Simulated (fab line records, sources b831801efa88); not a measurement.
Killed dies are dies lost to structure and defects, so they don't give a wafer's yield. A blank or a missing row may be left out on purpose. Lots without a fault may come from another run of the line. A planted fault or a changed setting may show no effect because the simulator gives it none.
fab line records | flow sfq_line
record lots=6 wafers=18 last_day=81
route steps=325 shown M1@68 I1@73 M2@88 I2@103 M8@325
lots that met no fault: from a run of the same line without faults
start_h: hours from the record's first day to the start of the lot's first wafer shown | wait_h: hours since the lot's step before | " the same as in the row above | L1.1+2: a row that stands for several wafers | - no value, or no start given | * or withheld: withheld | < > ~ a bound
route shown NAME@n: a module of which the file shows steps, and the number in the route of the first | usual: mean/standard deviation of fault-free wafers | same: alike in all rows | chamber/n: place in a boat | sites: the reading at each site | _std_site: their standard deviation | _edge_site: outer sites' mean less inner sites' | radius_mm: how far each site lies from the wafer's centre | mask NAME#n: copy n | behind: the tool/chamber that last shaped the wafer | hold: why the lot was held/for how many hours/how that ended | device: the transistor (n, p or np) that didn't switch | end of line: the same wafers' tests at the end of the route | a step without rows: its recipe alone | killed: dies lost to structure and defects at the first sort, not the wafer's yield | map: a wafer's dies, x killed, . not, _ none there
set.NAME: the setting as run; set.NAME@STEP: as run at that earlier step | model.NAME: the simulator's own value behind a step, which no gauge read
lots at some steps of the route; a table a step, a row a wafer
services: from which hour (start_h, from the record's first day; less than 0 if before it) a tool's chamber was out of use, for how many hours, and why
## steps
# step SFQ_M1_OVL_MEAS_911
# usual M1_OVL=0/5.7
# columns lot.wafer tool chamber start_h wait_h M1_OVL[nm]
L963.1 overlay-01 - 560.55 0.1 -2
L963.2 " - " " 4
L963.5 " - " " 1
L969.1 overlay-01 - 628.64 0.1 2
L969.5 " - " " 2
L969.6 " - " " -3
L981.1 overlay-01 - 714.32 0.1 0
L981.4 " - " " 9
L981.6 " - " " -2
L982.1 overlay-01 - 727.32 0.1 -11
L982.2 " - " " -2
L982.6 " - " " 2
L983.1 overlay-01 - 736.92 0.1 4
L983.2 " - " " 2
L983.4 " - " " 6
L984.1 overlay-01 - 758.33 0.1 -6
L984.4 " - " " -8
L984.5 " - " " -7
# step SFQ_TRILAYER_M1_BARC_OPEN_METAL_ETCH_054
# recipe mask_material=PR chemistry=O2 target_depth_nm=125 target=BARC icp_w=600 bias_w=80 pressure_mtorr=10 time_s=41.7
# step SFQ_TRILAYER_M1_ETCH_METAL_ETCH_042
# recipe target=Nb stop_on=SiO2 mask_material=PR chemistry=Cl2/Ar target_depth_nm=240 icp_w=600 bias_w=80 pressure_mtorr=10 time_s=120
# step SFQ_TRILAYER_M1_STRIP_STRIP_043
# recipe gas=O2 power_w=200 platen_temp_c=40 overash_fraction=0.65 chemistry=O2 pressure_mtorr=50
# step SFQ_TRILAYER_M1_STRIP_SOLV_CLEAN_044
# recipe chemistry=NMP temp_c=70 time_s=600
# step SFQ_TRILAYER_I1_DEP_PECVD_045
# recipe material=SiO2 temp_c=150 time_s=111.11 pressure_torr=2.4 rf_w=183.3 precursor=SiH4/N2O target_thk_nm=500
# step SFQ_TRILAYER_I1_CMP_CMP_046
# recipe material=SiO2 down_force_psi=3 platen_rpm=60 pad_velocity_m_s=0.94248
# step SFQ_I1_BOW_MEAS_912
# recipe mode=bow
# usual I1_BOW=2/8.1
# columns lot.wafer tool chamber start_h wait_h I1_BOW[um]
L963.1 film_metro-03 - 570.12 1.0 -2
L963.2 " - " " -6
L963.5 " - " " -8
L969.1 film_metro-01 - 644.20 2.0 -2
L969.5 " - " " -12
L969.6 " - " " 1
L981.1 film_metro-03 - 718.39 2.5 1
L981.4 " - " " 1
L981.6 " - " " 7
L982.1 film_metro-01 - 733.04 2.0 -5
L982.2 " - " " -5
L982.6 " - " " -5
L983.1 film_metro-03 - 744.13 2.0 11
L983.2 " - " " 2
L983.4 " - " " -1
L984.1 film_metro-04 - 762.42 1.5 -5
L984.4 " - " " 0
L984.5 " - " " -4
# step SFQ_TRILAYER_I1_METRO_MEASURE_047
# usual thk_nm=200.1/0.99
# columns lot.wafer tool chamber start_h wait_h thk_nm
L963.1 film_metro-03 - 570.24 0.1 200.7
L963.2 " - " " 199.3
L963.5 " - " " 200.0
L969.1 film_metro-01 - 644.32 0.1 199.1
L969.5 " - " " 199.6
L969.6 " - " " 199.8
L981.1 film_metro-03 - 718.51 0.1 200.2
L981.4 " - " " 199.3
L981.6 " - " " 200.4
L982.1 film_metro-01 - 733.16 0.1 201.2
L982.2 " - " " 201.0
L982.6 " - " " 199.3
L983.1 film_metro-03 - 744.25 0.1 198.6
L983.2 " - " " 201.8
L983.4 " - " " 200.6
L984.1 film_metro-04 - 762.54 0.1 199.6
L984.4 " - " " 200.8
L984.5 " - " " 201.5
# step SFQ_TRILAYER_I1_VIA_LITHO_COAT_054
# recipe resist=BARC spin_rpm=3000 resist_thk_nm=62
# step SFQ_TRILAYER_I1_VIA_LITHO_COAT_049
# recipe resist=KrF spin_rpm=3000 resist_thk_nm=650
# step SFQ_TRILAYER_I1_VIA_LITHO_SOFTBAKE_053
# recipe temp_c=withheld time_s=withheld resist=KrF
# step SFQ_TRILAYER_I1_VIA_LITHO_EXPOSE_050
# recipe mask_id=I1 na=0.6 source_shape=conventional sigma_outer=0.65 target_cd_nm=500 dose_mj=21.3
# columns lot.wafer tool chamber start_h wait_h mask model.I1.overlay_x_nm
L963.1+2+5 krf_scanner-01 0 584.05 - I1#0 2.435
L969.1+5+6 krf_scanner-02 0 648.86 - I1#0 -0.7061
L981.1+4+6 krf_scanner-01 0 866.88 - I1#0 80.06
L982.1+2+6 krf_scanner-01 0 874.08 - I1#0 73.72
L983.1+2+4 krf_scanner-02 0 886.35 - I1#0 1.435
L984.1+4+5 krf_scanner-02 0 906.37 - I1#0 -3.983
# step SFQ_TRILAYER_I1_VIA_LITHO_PEB_052
# recipe peb_temp_c=115 peb_time_s=60 resist=KrF
# step SFQ_TRILAYER_I1_VIA_LITHO_DEVELOP_051
# recipe time_s=60 resist=KrF
# step SFQ_I1_OVL_MEAS_913
# usual I1_OVL=2/6.2
# columns lot.wafer tool chamber start_h wait_h I1_OVL[nm]
L963.1 overlay-01 - 585.55 0.1 1
L963.2 " - " " -3
L963.5 " - " " -5
L969.1 overlay-01 - 650.36 0.1 2
L969.5 " - " " -5
L969.6 " - " " -2
L981.1 overlay-01 - 868.38 0.1 86
L981.4 " - " " 81
L981.6 " - " " 86
L982.1 overlay-01 - 875.58 0.1 71
L982.2 " - " " 77
L982.6 " - " " 74
L983.1 overlay-01 - 887.85 0.1 2
L983.2 " - " " 11
L983.4 " - " " 0
L984.1 overlay-02 - 907.87 0.1 2
L984.4 " - " " 3
L984.5 " - " " 1
# step SFQ_TRILAYER_I1_VIA_BARC_OPEN_VIA_ETCH_071
# recipe mask_material=PR chemistry=O2 target_depth_nm=125 target=BARC source_w=500 bias_w=80 pressure_mtorr=30 time_s=41.7
# usual chamber_pressure_mTorr=30.001/0.028 drypump_motor_current_A=5.6/0.55 oes_product_au=0.684/0.0043
# same time_s=41.7
# columns lot.wafer tool chamber start_h wait_h chamber_pressure_mTorr drypump_motor_current_A oes_product_au rf_hours_counter_h
L963.1 rie_diel-01 3 585.58 0.0 30.015 4.8 0.686 15
L963.2 " 2 " " 30.002 5.5 0.681 52
L963.5 " 2 " " 30.037 5.5 0.679 -
L969.1 rie_diel-04 1 650.40 0.0 30.029 5.3 0.678 2
L969.5 " 3 " " 30.001 6.4 0.683 -
L969.6 " 2 " " 29.979 5.5 0.686 -
L981.1 rie_diel-04 2 868.41 0.0 29.990 5.5 0.684 8
L981.4 " 1 " " 29.982 5.3 0.684 -
L981.6 " 3 " " 29.963 6.4 0.683 -
L982.1 rie_diel-02 0 875.61 0.0 30.000 5.9 0.696 2
L982.2 " 3 " " 30.002 5.4 0.682 8
L982.6 " 0 " " 29.945 5.9 0.689 -
L983.1 rie_diel-01 0 887.89 0.0 29.962 4.8 0.684 7
L983.2 " 1 " " 29.980 5.9 0.687 5
L983.4 " 2 " " 29.982 5.5 0.684 2
L984.1 rie_diel-01 2 907.91 0.0 30.017 5.5 0.690 2
L984.4 " 1 " " 30.017 5.9 0.682 5
L984.5 " 0 " " 30.007 4.8 0.688 -
# step SFQ_TRILAYER_I1_VIA_ETCH_VIA_ETCH_052
# recipe target=SiO2 stop_on=Nb mask_material=PR taper_deg=20 chemistry=CHF3 target_depth_nm=260 source_w=500 bias_w=80 pressure_mtorr=30 time_s=withheld
# usual chamber_pressure_mTorr=30.001/0.026 drypump_motor_current_A=5.6/0.56 oes_product_au=0.855/0.0053
# columns lot.wafer tool chamber start_h wait_h chamber_pressure_mTorr drypump_motor_current_A oes_product_au
L963.1 rie_diel-01 3 585.62 0.0 30.003 4.8 0.855
L963.2 " 2 " " 29.963 5.5 0.858
L963.5 " 2 " " 30.028 5.5 0.854
L969.1 rie_diel-04 1 650.44 0.0 30.013 5.2 0.851
L969.5 " 3 " " 29.980 6.5 0.847
L969.6 " 2 " " 30.027 5.5 0.849
L981.1 rie_diel-04 2 868.45 0.0 29.995 5.5 0.853
L981.4 " 1 " " 30.012 5.2 0.849
L981.6 " 3 " " 29.978 6.4 0.860
L982.1 rie_diel-02 0 875.65 0.0 29.967 5.9 0.862
L982.2 " 3 " " 30.029 5.4 0.861
L982.6 " 0 " " 30.000 5.9 0.855
L983.1 rie_diel-01 0 887.93 0.0 30.006 4.8 0.854
L983.2 " 1 " " 29.980 5.9 0.859
L983.4 " 2 " " 30.015 5.5 0.856
L984.1 rie_diel-01 2 907.95 0.0 30.025 5.5 0.852
L984.4 " 1 " " 29.961 5.9 0.856
L984.5 " 0 " " 29.990 4.8 0.863
# step SFQ_TRILAYER_I1_VIA_STRIP_STRIP_053
# recipe gas=O2 power_w=200 platen_temp_c=40 overash_fraction=0.65 chemistry=O2 pressure_mtorr=50
# step SFQ_TRILAYER_I1_VIA_STRIP_SOLV_CLEAN_054
# recipe chemistry=NMP temp_c=70 time_s=600
# step SFQ_TRILAYER_M2_DEP_PRE_CLEAN_056
# recipe gas=Ar time_s=22.5 bias_v=250
# step SFQ_TRILAYER_M2_DEP_SPUTTER_055
# recipe material=Nb base_pressure_pa=1.33e-06 chamber_pressure_pa=0.1333 substrate_temp_c=20 resputter_cathode_voltage_v=400 target_thk_nm=200 power_w=2000 time_s=133.3
# step SFQ_M2_RS_MEAS_914
# recipe thk_meas_gauge=four-point-probe reads=Nb_of_TRILAYER_M2_DEP_SPUTTER_055
# usual M2_NB_RS=0.890/0.0096
# columns lot.wafer tool chamber start_h wait_h M2_NB_RS[ohm/sq]
L963.1 film_metro-01 - 587.23 0.0 0.907
L963.2 " - " " 0.900
L963.5 " - " " 0.909
L969.1 film_metro-02 - 651.45 0.0 0.888
L969.5 " - " " 0.892
L969.6 " - " " 0.892
L981.1 film_metro-02 - 869.46 0.0 0.881
L981.4 " - " " 0.889
L981.6 " - " " 0.887
L982.1 film_metro-02 - 876.66 0.0 0.900
L982.2 " - " " 0.899
L982.6 " - " " 0.904
L983.1 film_metro-01 - 888.95 0.0 0.881
L983.2 " - " " 0.882
L983.4 " - " " 0.884
L984.1 film_metro-02 - 908.96 0.0 0.866
L984.4 " - " " 0.884
L984.5 " - " " 0.872
# step SFQ_TRILAYER_M2_LITHO_COAT_062
# recipe resist=BARC spin_rpm=3000 resist_thk_nm=62
# step SFQ_TRILAYER_M2_LITHO_COAT_057
# recipe resist=KrF spin_rpm=3000 resist_thk_nm=600
# step SFQ_TRILAYER_M2_LITHO_SOFTBAKE_061
# recipe temp_c=withheld time_s=withheld resist=KrF
# step SFQ_TRILAYER_M2_LITHO_EXPOSE_058
# recipe mask_id=M2 na=0.6 source_shape=conventional sigma_outer=0.65 target_cd_nm=500 dose_mj=14.4
# step SFQ_TRILAYER_M2_LITHO_PEB_060
# recipe peb_temp_c=115 peb_time_s=60 resist=KrF
# step SFQ_TRILAYER_M2_LITHO_DEVELOP_059
# recipe time_s=60 resist=KrF
# step SFQ_M2_OVL_MEAS_916
# usual M2_OVL=-4/7.2
# columns lot.wafer tool chamber start_h wait_h M2_OVL[nm]
L963.1 overlay-01 - 717.92 0.1 1
L963.2 " - " " 5
L963.5 " - " " 7
L969.1 overlay-02 - 795.53 0.1 -7
L969.5 " - " " -8
L969.6 " - " " -11
L981.1 overlay-02 - 873.30 0.1 -9
L981.4 " - " " -8
L981.6 " - " " -7
L982.1 overlay-01 - 885.09 0.1 0
L982.2 " - " " -3
L982.6 " - " " -6
L983.1 overlay-01 - 955.12 0.1 -21
L983.2 " - " " -9
L983.4 " - " " -10
L984.1 overlay-02 - 960.39 0.1 3
L984.4 " - " " -1
L984.5 " - " " 3
# step SFQ_TRILAYER_M2_BARC_OPEN_METAL_ETCH_077
# recipe mask_material=PR chemistry=O2 target_depth_nm=125 target=BARC icp_w=600 bias_w=80 pressure_mtorr=10 time_s=41.7
# usual chamber_pressure_mTorr=9.999/0.0088 drypump_motor_current_A=5.9/0.39 oes_product_au=0.685/0.0046
# same time_s=41.7
# columns lot.wafer tool chamber start_h wait_h chamber_pressure_mTorr drypump_motor_current_A oes_product_au rf_hours_counter_h
L963.1 rie_metal-03 0 717.96 0.0 10.009 5.7 0.688 77
L963.2 " 1 " " 9.999 6.3 0.688 66
L963.5 " 0 " " 10.008 5.7 0.680 -
L969.1 rie_metal-04 0 795.56 0.0 10.004 5.3 0.677 38
L969.5 " 1 " " 9.999 5.8 0.688 -
L969.6 " 0 " " 9.998 5.3 0.684 -
L981.1 rie_metal-04 1 873.34 0.0 9.997 5.8 0.688 114
L981.4 " 0 " " 9.980 5.3 0.691 -
L981.6 " 1 " " 10.005 5.8 0.689 -
L982.1 rie_metal-02 0 885.13 0.0 9.987 6.4 0.685 11
L982.2 " 1 " " 10.011 6.2 0.684 101
L982.6 " 1 " " 9.990 6.2 0.688 -
L983.1 rie_metal-03 0 955.16 0.0 10.000 5.8 0.686 111
L983.2 " 1 " " 10.002 6.3 0.682 98
L983.4 " 0 " " 9.994 5.7 0.684 -
L984.1 rie_metal-03 0 960.42 0.0 9.982 5.8 0.687 112
L984.4 " 1 " " 10.009 6.3 0.683 -
L984.5 " 1 " " 10.000 6.3 0.682 -
# step SFQ_TRILAYER_M2_ETCH_METAL_ETCH_060
# recipe target=Nb stop_on=SiO2 mask_material=PR chemistry=Cl2/Ar target_depth_nm=240 icp_w=600 bias_w=80 pressure_mtorr=10 time_s=120
# step SFQ_TRILAYER_M2_STRIP_STRIP_061
# recipe gas=O2 power_w=200 platen_temp_c=40 overash_fraction=0.65 chemistry=O2 pressure_mtorr=50
# step SFQ_TRILAYER_M2_STRIP_SOLV_CLEAN_062
# recipe chemistry=NMP temp_c=70 time_s=600
# step SFQ_TRILAYER_I2_DEP_PECVD_063
# recipe material=SiO2 temp_c=150 time_s=111.11 pressure_torr=2.4 rf_w=183.3 precursor=SiH4/N2O target_thk_nm=500
# step SFQ_TRILAYER_I2_CMP_CMP_064
# recipe material=SiO2 down_force_psi=3 platen_rpm=60 pad_velocity_m_s=0.94248
# step SFQ_I2_BOW_MEAS_917
# recipe mode=bow
# usual I2_BOW=1/8.9
# columns lot.wafer tool chamber start_h wait_h I2_BOW[um]
L963.1 film_metro-02 - 722.01 2.0 -3
L963.2 " - " " -8
L963.5 " - " " -10
L969.1 film_metro-02 - 799.60 1.5 -4
L969.5 " - " " -14
L969.6 " - " " -2
L981.1 film_metro-03 - 890.39 1.5 7
L981.4 " - " " 7
L981.6 " - " " 14
L982.1 film_metro-04 - 902.39 1.5 -1
L982.2 " - " " -3
L982.6 " - " " -2
L983.1 film_metro-04 - 966.83 1.5 9
L983.2 " - " " 1
L983.4 " - " " -3
L984.1 film_metro-04 - 972.83 1.0 0
L984.4 " - " " 4
L984.5 " - " " -1
# step SFQ_TRILAYER_I2_METRO_MEASURE_065
# usual thk_nm=200.3/1.1
# columns lot.wafer tool chamber start_h wait_h thk_nm
L963.1 film_metro-02 - 722.13 0.1 199.5
L963.2 " - " " 200.4
L963.5 " - " " 199.2
L969.1 film_metro-02 - 799.72 0.1 199.0
L969.5 " - " " 200.3
L969.6 " - " " 199.6
L981.1 film_metro-03 - 890.51 0.1 202.3
L981.4 " - " " 200.5
L981.6 " - " " 201.5
L982.1 film_metro-04 - 902.51 0.1 201.3
L982.2 " - " " 200.7
L982.6 " - " " 199.2
L983.1 film_metro-04 - 966.95 0.1 202.5
L983.2 " - " " 201.7
L983.4 " - " " 201.8
L984.1 film_metro-04 - 972.95 0.1 200.0
L984.4 " - " " 202.1
L984.5 " - " " 199.8
# step SFQ_TRILAYER_I2_VIA_LITHO_COAT_072
# recipe resist=BARC spin_rpm=3000 resist_thk_nm=62
# step SFQ_TRILAYER_I2_VIA_LITHO_COAT_067
# recipe resist=KrF spin_rpm=3000 resist_thk_nm=650
# step SFQ_TRILAYER_I2_VIA_LITHO_SOFTBAKE_071
# recipe temp_c=withheld time_s=withheld resist=KrF
# step SFQ_M8_BOW_MEAS_951
# recipe mode=bow
# usual M8_BOW=6/12
# columns lot.wafer tool chamber start_h wait_h M8_BOW[um] model.etest.i1.link_ohm
L963.1 film_metro-03 - 1759.64 0.0 5 1.985
L963.2 " - " " -1 1.983
L963.5 " - " " -3 1.996
L969.1 film_metro-04 - 1873.46 0.0 -5 1.967
L969.5 " - " " -14 1.963
L969.6 " - " " -2 1.961
L981.1 film_metro-04 - 1937.70 0.0 1 1.992
L981.4 " - " " 0 2.004
L981.6 " - " " 7 2.006
L982.1 film_metro-03 - 1944.90 0.0 -1 2.002
L982.2 " - " " -1 1.999
L982.6 " - " " -1 2.008
L983.1 film_metro-03 - 1948.50 0.0 4 1.958
L983.2 " - " " -5 1.953
L983.4 " - " " -8 1.954
L984.1 film_metro-04 - 1952.10 0.0 -6 1.94
L984.4 " - " " 1 1.962
L984.5 " - " " -7 1.951
## services
# columns tool chamber start_h hours kind
film_metro-03 - 588.52 3.1 pm
rie_diel-01 3 606.13 12.9 repair
film_metro-03 - 606.37 1.6 pm
rie_diel-04 2 619.81 2.6 repair
film_metro-04 - 641.33 16.8 repair
film_metro-03 - 674.47 2.4 pm
rie_diel-01 0 684.74 9.2 repair
film_metro-03 - 687.43 2.8 pm
film_metro-04 - 691.22 0.6 pm
rie_diel-04 0 694.72 3.0 repair
rie_diel-04 2 699.37 8.7 repair
film_metro-03 - 703.69 0.5 pm
rie_diel-01 2 745.75 5.2 repair
film_metro-04 - 745.76 0.8 pm
film_metro-04 - 753.50 0.6 pm
rie_diel-01 1 762.47 5.4 repair
rie_diel-04 2 830.23 5.0 repair
film_metro-03 - 833.32 0.5 pm
film_metro-03 - 851.37 1.4 pm
rie_diel-04 0 864.75 11.6 repair
rie_diel-04 - 891.95 1.2 repair
rie_diel-01 1 914.23 1.6 repair
rie_diel-04 2 918.91 3.9 repair
film_metro-04 - 936.22 0.5 pm
## key
first_sign step=SFQ_I1_OVL_MEAS_913 reading=I1_OVL direction=up sigmas=13 usual=2 struck=79
effect none on later readings
model_effect step=SFQ_TRILAYER_I1_VIA_LITHO_EXPOSE_050 value=I1.overlay_x_nm without=-4.146 struck=76.89
model_effect step=SFQ_M8_BOW_MEAS_951 value=etest.i1.link_ohm without=1.97 struck=2.002
met_at SFQ_TRILAYER_I1_VIA_LITHO_EXPOSE_050
struck_wafers L981.1,L981.4,L981.6,L982.1,L982.2,L982.6
onset_between 584.05 866.88
fault kind=scanner_matching_overlay tool=krf_scanner-01 chamber=- onset_h=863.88 steps=SFQ_TRILAYER_I1_VIA_LITHO_EXPOSE_050 offset=81.033
